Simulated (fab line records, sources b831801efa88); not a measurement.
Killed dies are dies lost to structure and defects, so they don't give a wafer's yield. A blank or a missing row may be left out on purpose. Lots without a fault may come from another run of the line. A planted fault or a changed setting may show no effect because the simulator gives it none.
Which tool did it? | flow sky130 | 24 lots, 72 wafers sampled, at 3 steps of a route of 708

WHAT THE GAUGES READ, wafer by wafer
SKY_FIELD_ISO_THK_MEAS_04. Usual: FIELD_ISO_CVD_03_THK 164.1 nm, standard deviation 1.6.
lot  | measured    | on            | FIELD_ISO_CVD_03_THK (nm) | flag
L074 | day 1 15:25 | film_metro-02 | 165.2 163.9 163.8         |
L075 | day 1 18:29 | film_metro-03 | 166.0 165.3 165.6         |
L076 | day 2 00:30 | film_metro-04 | 161.0 160.0 161.4         |
L077 | day 2 05:20 | film_metro-02 | 165.1 167.5 166.5         |
L078 | day 2 11:19 | film_metro-02 | 162.8 162.5 162.9         |
L079 | day 2 16:54 | film_metro-02 | 165.3 164.6 164.7         |
L080 | day 2 21:22 | film_metro-04 | 161.7 163.2 163.7         |
L081 | day 3 03:40 | film_metro-04 | 166.5 167.4 166.2         |
L082 | day 3 07:12 | film_metro-03 | 165.6 163.6 164.4         |
L083 | day 3 10:29 | film_metro-02 | 164.0 164.2 163.5         |
L084 | day 3 15:31 | film_metro-03 | 163.7 162.4 163.5         |
L085 | day 3 21:01 | film_metro-04 | 160.7 163.1 162.4         |
L086 | day 4 01:29 | film_metro-02 | 162.5 163.9 163.6         |
L087 | day 4 07:15 | film_metro-04 | 164.2 164.6 162.5         |
L088 | day 4 12:48 | film_metro-02 | 161.4 161.2 163.5         |
L089 | day 4 17:08 | film_metro-02 | 164.6 163.5 164.0         |
L090 | day 4 21:31 | film_metro-04 | 163.2 163.6 163.3         |
L091 | day 5 02:29 | film_metro-04 | 165.5 164.6 164.9         |
L092 | day 5 07:29 | film_metro-02 | 163.0 164.8 163.9         |
L093 | day 5 13:53 | film_metro-02 | 164.1 163.5 165.2         |
L094 | day 5 18:43 | film_metro-02 | 163.8 164.3 164.0         |
L095 | day 5 23:58 | film_metro-02 | 166.7 167.0 166.7         |
L096 | day 6 04:04 | film_metro-02 | 166.0 165.4 166.6         |
L097 | day 6 10:43 | film_metro-02 | 164.9 164.9 165.7         |

SKY_GATE_OXIDE_THK_MEAS_02. Usual: GATE_OXIDE_OXIDATION_00_THK 10.28 nm, standard deviation 0.18.
lot  | measured     | on            | GATE_OXIDE_OXIDATION_00_THK (nm) | flag
L074 | day 12 23:43 | film_metro-01 | 10.26 10.17 10.25                |
L075 | day 13 01:32 | film_metro-01 | 10.25 10.17 10.25                |
L076 | day 13 12:26 | film_metro-01 | 10.16 9.97 10.00                 |
L077 | day 13 22:50 | film_metro-04 | 10.20 10.49 10.47                |
L078 | day 14 06:12 | film_metro-04 | 10.24 10.29 10.22                |
L079 | day 14 15:14 | film_metro-03 | 10.65 10.55 10.65                |
L080 | day 14 23:43 | film_metro-03 | 10.42 10.58 10.42                |
L081 | day 15 10:12 | film_metro-03 | 10.05 10.36 10.23                |
L082 | day 15 18:16 | film_metro-01 | 10.22 10.17 10.20                |
L083 | day 16 02:06 | film_metro-03 | 10.12 10.30 10.17                |
L084 | day 16 06:14 | film_metro-03 | 10.50 10.16 10.27                |
L085 | day 16 15:51 | film_metro-03 | 10.58 10.57 10.30                |
L086 | day 16 21:11 | film_metro-03 | 10.50 10.46 10.61                |
L087 | day 17 09:35 | film_metro-01 | 10.35 10.42 10.21                |
L088 | day 17 17:03 | film_metro-01 | 10.15 10.37 10.17                |
L089 | day 17 20:41 | film_metro-04 | 10.56 10.63 10.92                |
L090 | day 18 05:03 | film_metro-04 | 10.34 10.23 10.07                |
L091 | day 18 10:10 | film_metro-01 | 10.31 10.27 10.29                |
L092 | day 18 23:07 | film_metro-03 | 10.25 10.19 10.25                |
L093 | day 19 11:01 | film_metro-01 | 10.30 10.27 10.14                |
L094 | day 19 15:19 | film_metro-01 | 9.84 9.99 9.88                   |
L095 | day 20 04:20 | film_metro-03 | 10.22 10.23 10.17                |
L096 | day 20 11:16 | film_metro-01 | 10.19 10.08 10.15                |
L097 | day 20 17:58 | film_metro-03 | 10.31 10.29 10.36                |

WHICH TOOL RAN EACH LOT (tool, then ch and the chambers of the sampled wafers, then the start)
lot  | SKY_FIELD_ISO_ETCH_15
L074 | rie_diel-04 ch 2,3, day 2 06:14
L075 | rie_diel-01 ch 1,2, day 2 10:17
L076 | rie_diel-03 ch 0,1, day 2 15:31
L077 | rie_diel-01 ch 0,1, day 2 19:56
L078 | rie_diel-01 ch 0,1, day 3 02:56
L079 | rie_diel-04 ch 2,3, day 3 09:01
L080 | rie_diel-03 ch 0,1, day 3 13:19
L081 | rie_diel-04 ch 1,2,3, day 3 20:16
L082 | rie_diel-01 ch 0,2,3, day 3 23:38
L083 | rie_diel-03 ch 1,2, day 4 02:13
L084 | rie_diel-03 ch 0,1,2, day 4 08:26
L085 | rie_diel-01 ch 2,3, day 4 14:43
L086 | rie_diel-01 ch 0,1,2, day 4 19:22
L087 | rie_diel-03 ch 0,1,2, day 5 01:38
L088 | rie_diel-04 ch 0,3, day 5 06:50
L089 | rie_diel-04 ch 1,2, day 5 11:19
L090 | rie_diel-01 ch 0,1,3, day 5 15:04
L091 | rie_diel-01 ch 0,2, day 5 20:10
L092 | rie_diel-01 ch 0,2,3, day 6 01:28
L093 | rie_diel-04 ch 0,1,3, day 6 08:43
L094 | rie_diel-03 ch 1,2, day 6 13:50
L095 | rie_diel-04 ch 0,3, day 6 19:02
L096 | rie_diel-01 ch 0,3, day 6 22:55
L097 | rie_diel-01 ch 0,1,3, day 7 06:19
- SKY_FIELD_ISO_ETCH_15: etches the open film in CHF3/O2, stops on Si, target depth 180 nm, time 72 s.

WHAT THE TOOLS THEMSELVES READ (means of the sampled wafers that have a number; where no wafer has one, the mark that the record gives instead)
SKY_FIELD_ISO_ETCH_15. Usual: drypump_motor_current_A 5.6 A, standard deviation 0.52; oes_product_au 0.943 a.u., standard deviation 0.0076; throttle_valve_pct 8.843 %, standard deviation 0.0084.
lot  | tool        | drypump_motor_current_A (A) | oes_product_au (a.u.) | throttle_valve_pct (%) | flag
L074 | rie_diel-04 | 6.4                         | 0.943                 | 8.842                  |
L075 | rie_diel-01 | 5.4                         | 0.945                 | 8.854                  |
L076 | rie_diel-03 | 5.1                         | 0.932                 | 8.839                  |
L077 | rie_diel-01 | 5.3                         | 0.951                 | 8.855                  |
L078 | rie_diel-01 | 5.0                         | 0.937                 | 8.842                  |
L079 | rie_diel-04 | 6.3                         | 0.948                 | 8.842                  |
L080 | rie_diel-03 | 5.1                         | 0.940                 | 8.848                  |
L081 | rie_diel-04 | 6.1                         | 0.957                 | 8.843                  |
L082 | rie_diel-01 | 5.6                         | 0.942                 | 8.843                  |
L083 | rie_diel-03 | 6.1                         | 0.941                 | 8.842                  |
L084 | rie_diel-03 | 5.7                         | 0.940                 | 8.841                  |
L085 | rie_diel-01 | 5.5                         | 0.937                 | 8.843                  |
L086 | rie_diel-01 | 5.4                         | 0.943                 | 8.850                  |
L087 | rie_diel-03 | 5.6                         | 0.941                 | 8.834                  |
L088 | rie_diel-04 | 5.6                         | 0.930                 | 8.841                  |
L089 | rie_diel-04 | 6.0                         | 0.944                 | 8.844                  |
L090 | rie_diel-01 | 5.3                         | 0.936                 | 8.839                  |
L091 | rie_diel-01 | 5.7                         | 0.945                 | 8.843                  |
L092 | rie_diel-01 | 5.6                         | 0.944                 | 8.847                  |
L093 | rie_diel-04 | 5.8                         | 0.944                 | 8.838                  |
L094 | rie_diel-03 | 5.8                         | 0.944                 | 8.844                  |
L095 | rie_diel-04 | 5.7                         | 0.959                 | 8.846                  |
L096 | rie_diel-01 | 5.5                         | 0.950                 | 8.840                  |
L097 | rie_diel-01 | 5.3                         | 0.948                 | 8.843                  |

THE ANSWER, worked out from the rows above alone
Rule: a lot is off if the mean of its wafers that have a number lies more than 3 standard deviations from the usual mean. A lot without any number at a reading at which 4 lots or more have one is off too. The other lots that the step has rows for count as sound. The gauges are gone through in route order, then the tools' own readings, and for those a lot's mean is taken as printed above. The first step at which some lot is off is used, and at that step the reading that is off furthest; a lot without a number counts as furthest.
No lot is off at any reading shown: from this, nothing can be told.

WHAT THE SIMULATOR HAD PUT IN
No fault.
